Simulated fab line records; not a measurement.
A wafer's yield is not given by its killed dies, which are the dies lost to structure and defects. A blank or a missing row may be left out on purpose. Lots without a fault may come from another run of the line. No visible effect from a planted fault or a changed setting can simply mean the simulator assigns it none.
Which tool did it? :: flow sky130 :: 24 lots, 72 wafers sampled, at 3 steps of a route of 708

== WHAT THE GAUGES READ, wafer by wafer ==
SKY_NWELL_THK_MEAS_02.
lot: L074
measured: day 2 14:05
on: film-metro-04
NWELL_OXIDATION_THK (nm): 10.05 10.15 10.13

lot: L075
measured: day 2 20:34
on: film-metro-01
NWELL_OXIDATION_THK (nm): 9.83 9.88 9.96

lot: L076
measured: day 3 03:13
on: film-metro-03
NWELL_OXIDATION_THK (nm): 10.27 10.28 10.29

lot: L077
measured: day 3 08:39
on: film-metro-03
NWELL_OXIDATION_THK (nm): 9.94 10.09 9.97

lot: L078
measured: day 3 12:59
on: film-metro-01
NWELL_OXIDATION_THK (nm): 10.26 10.25 10.25

lot: L079
measured: day 3 18:34
on: film-metro-03
NWELL_OXIDATION_THK (nm): 9.91 10.21 10.35

lot: L080
measured: day 3 21:37
on: film-metro-03
NWELL_OXIDATION_THK (nm): 9.85 10.10 9.80

lot: L081
measured: day 4 01:04
on: film-metro-04
NWELL_OXIDATION_THK (nm): 9.83 9.81 10.11

lot: L082
measured: day 4 07:47
on: film-metro-01
NWELL_OXIDATION_THK (nm): 10.20 10.15 9.98

lot: L083
measured: day 4 12:05
on: film-metro-03
NWELL_OXIDATION_THK (nm): 10.35 10.07 10.04

lot: L084
measured: day 4 18:56
on: film-metro-03
NWELL_OXIDATION_THK (nm): 9.78 9.80 9.78

lot: L085
measured: day 5 01:48
on: film-metro-01
NWELL_OXIDATION_THK (nm): 10.19 10.45 10.23

lot: L086
measured: day 5 05:16
on: film-metro-01
NWELL_OXIDATION_THK (nm): 10.11 10.12 10.10

lot: L087
measured: day 5 09:09
on: film-metro-04
NWELL_OXIDATION_THK (nm): 9.88 9.75 9.79

lot: L088
measured: day 5 12:32
on: film-metro-01
NWELL_OXIDATION_THK (nm): 10.03 10.18 10.11

lot: L089
measured: day 5 17:56
on: film-metro-01
NWELL_OXIDATION_THK (nm): 10.35 10.32 10.27

lot: L090
measured: day 5 23:26
on: film-metro-03
NWELL_OXIDATION_THK (nm): 10.19 10.05 10.10

lot: L091
measured: day 6 07:08
on: film-metro-04
NWELL_OXIDATION_THK (nm): 10.38 10.25 10.43

lot: L092
measured: day 6 08:32
on: film-metro-04
NWELL_OXIDATION_THK (nm): 10.51 10.44 10.50

lot: L093
measured: day 6 15:06
on: film-metro-01
NWELL_OXIDATION_THK (nm): 10.17 10.22 10.09

lot: L094
measured: day 6 21:32
on: film-metro-01
NWELL_OXIDATION_THK (nm): 9.85 10.09 9.78

lot: L095
measured: day 7 01:52
on: film-metro-01
NWELL_OXIDATION_THK (nm): 10.17 10.21 10.06

lot: L096
measured: day 7 07:01
on: film-metro-04
NWELL_OXIDATION_THK (nm): 9.94 10.27 9.81

lot: L097
measured: day 7 12:12
on: film-metro-03
NWELL_OXIDATION_THK (nm): 10.22 10.25 10.22

SKY_VT_ADJUST_NCORE_CD_MEAS_07: target cd 380 nm.
lot: L074
measured: day 8 18:07
on: cd-sem-01
cd-nm (nm): 381.2 382.1 384.4

lot: L075
measured: day 9 04:25
on: cd-sem-01
cd-nm (nm): 377.3 378.7 378.2

lot: L076
measured: day 9 13:53
on: cd-sem-01
cd-nm (nm): 382.4 380.6 381.4

lot: L077
measured: day 9 19:56
on: cd-sem-02
cd-nm (nm): 378.5 377.8 378.6

lot: L078
measured: day 9 23:31
on: cd-sem-01
cd-nm (nm): 378.4 379.2 378.7

lot: L079
measured: day 10 09:50
on: cd-sem-02
cd-nm (nm): 379.1 377.7 379.6

lot: L080
measured: day 10 13:42
on: cd-sem-02
cd-nm (nm): 383.0 380.9 383.2

lot: L081
measured: day 10 19:25
on: cd-sem-02
cd-nm (nm): 382.9 379.1 379.2

lot: L082
measured: day 11 03:50
on: cd-sem-02
cd-nm (nm): 378.2 380.5 379.8

lot: L083
measured: day 11 10:50
on: cd-sem-01
cd-nm (nm): 375.8 379.0 374.2

lot: L084
measured: day 11 17:38
on: cd-sem-01
cd-nm (nm): 380.5 378.1 379.5

lot: L085
measured: day 12 03:38
on: cd-sem-01
cd-nm (nm): 377.1 377.6 377.3

lot: L086
measured: day 12 09:56
on: cd-sem-01
cd-nm (nm): 379.6 381.3 380.8

lot: L087
measured: day 12 15:23
on: cd-sem-01
cd-nm (nm): 382.5 378.1 380.0

lot: L088
measured: day 12 16:42
on: cd-sem-01
cd-nm (nm): 379.0 377.8 378.1

lot: L089
measured: day 13 01:03
on: cd-sem-01
cd-nm (nm): 382.4 381.2 381.4

lot: L090
measured: day 13 09:34
on: cd-sem-01
cd-nm (nm): 376.8 377.5 376.6

lot: L091
measured: day 13 19:39
on: cd-sem-02
cd-nm (nm): 381.1 377.8 380.0

lot: L092
measured: day 13 20:19
on: cd-sem-02
cd-nm (nm): 383.0 384.4 383.2

lot: L093
measured: day 14 05:45
on: cd-sem-02
cd-nm (nm): 380.9 380.9 382.3

lot: L094
measured: day 14 13:53
on: cd-sem-02
cd-nm (nm): 381.1 378.9 382.3

lot: L095
measured: day 14 21:10
on: cd-sem-01
cd-nm (nm): 380.8 377.7 377.3

lot: L096
measured: day 15 02:17
on: cd-sem-02
cd-nm (nm): 382.1 382.1 381.2

lot: L097
measured: day 15 09:02
on: cd-sem-01
cd-nm (nm): 377.9 377.1 377.1

SKY_VIA1_CD_MEAS_12: target cd 150 nm.
lot: L074
measured: day 34 06:16
on: cd-sem-02
cd-nm (nm): 149.7 150.2 151.7

lot: L075
measured: day 34 14:20
on: cd-sem-02
cd-nm (nm): 148.7 150.7 149.7

lot: L076
measured: day 35 07:11
on: cd-sem-01
cd-nm (nm): 152.0 152.4 153.1

lot: L077
measured: day 35 08:53
on: cd-sem-02
cd-nm (nm): 151.0 151.5 150.6

lot: L078
measured: day 35 11:49
on: cd-sem-02
cd-nm (nm): 151.5 149.1 151.9

lot: L079
measured: day 36 02:20
on: cd-sem-02
cd-nm (nm): 153.9 153.8 152.9

lot: L080
measured: day 36 04:23
on: cd-sem-01
cd-nm (nm): 149.0 149.3 150.3

lot: L081
measured: day 36 11:25
on: cd-sem-02
cd-nm (nm): 150.9 148.8 150.6

lot: L082
measured: day 36 22:00
on: cd-sem-02
cd-nm (nm): 149.0 149.2 147.8

lot: L083
measured: day 37 10:17
on: cd-sem-02
cd-nm (nm): 150.1 149.6 151.7

lot: L084
measured: day 37 16:58
on: cd-sem-01
cd-nm (nm): 150.7 150.2 149.7

lot: L085
measured: day 38 03:26
on: cd-sem-01
cd-nm (nm): 152.0 151.2 151.8

lot: L086
measured: day 38 03:50
on: cd-sem-02
cd-nm (nm): 152.2 150.3 151.6

lot: L087
measured: day 38 08:02
on: cd-sem-01
cd-nm (nm): 148.3 146.4 148.2

lot: L088
measured: day 38 11:26
on: cd-sem-02
cd-nm (nm): 146.1 145.9 146.6

lot: L089
measured: day 38 19:04
on: cd-sem-01
cd-nm (nm): 149.1 149.9 149.6

lot: L090
measured: day 39 01:53
on: cd-sem-02
cd-nm (nm): 148.2 150.8 149.3

lot: L091
measured: day 39 12:56
on: cd-sem-01
cd-nm (nm): 149.6 149.5 149.3

lot: L092
measured: day 39 15:43
on: cd-sem-02
cd-nm (nm): 150.4 150.0 150.6

lot: L093
measured: day 40 03:52
on: cd-sem-01
cd-nm (nm): 153.8 151.2 152.3

lot: L094
measured: day 40 08:26
on: cd-sem-01
cd-nm (nm): 147.4 145.5 147.2

lot: L095
measured: day 40 16:41
on: cd-sem-01
cd-nm (nm): 152.5 152.6 152.7

lot: L096
measured: day 40 19:13
on: cd-sem-01
cd-nm (nm): 150.1 151.6 149.2

lot: L097
measured: day 41 01:58
on: cd-sem-01
cd-nm (nm): 149.8 149.8 148.6

== WHAT TOOL EACH LOT RAN ON (gives the tool, then ch and the chambers of the sampled wafers, and finally the start) ==
Record: no process step prior to these readings.

== WHAT THE TOOLS THEMSELVES READ (means of the sampled wafers that have a number; where no wafer has one, the mark that the record gives instead) ==
The record holds no such reading with a usual standard deviation.

== THE ANSWER, worked out from the rows above alone ==
Rule: the usual values come from the lots themselves. Put in order of their means at a reading, lots are off if they are a third of the lots or fewer, leave a main group of 4 or more, and stand apart from it by a gap of 3 or more times the standard deviation of the main group's means; of several such gaps the widest counts. The tables above print the reading to a certain number of digits; a main group whose means all agree to those digits is not used. A lot without any number at a reading at which 4 lots or more have one is off too. Where the step has rows for the other lots, those lots are counted as sound. After the gauges, taken in route order, come the tools' own readings; for these a lot's mean is taken, as printed above. At the first step where some lot is off, the reading lying furthest off is the one used; lots without a number count as furthest.
No lot is off on any of the readings shown, so nothing can be concluded from this.

== WHAT THE SIMULATOR PUT IN ==
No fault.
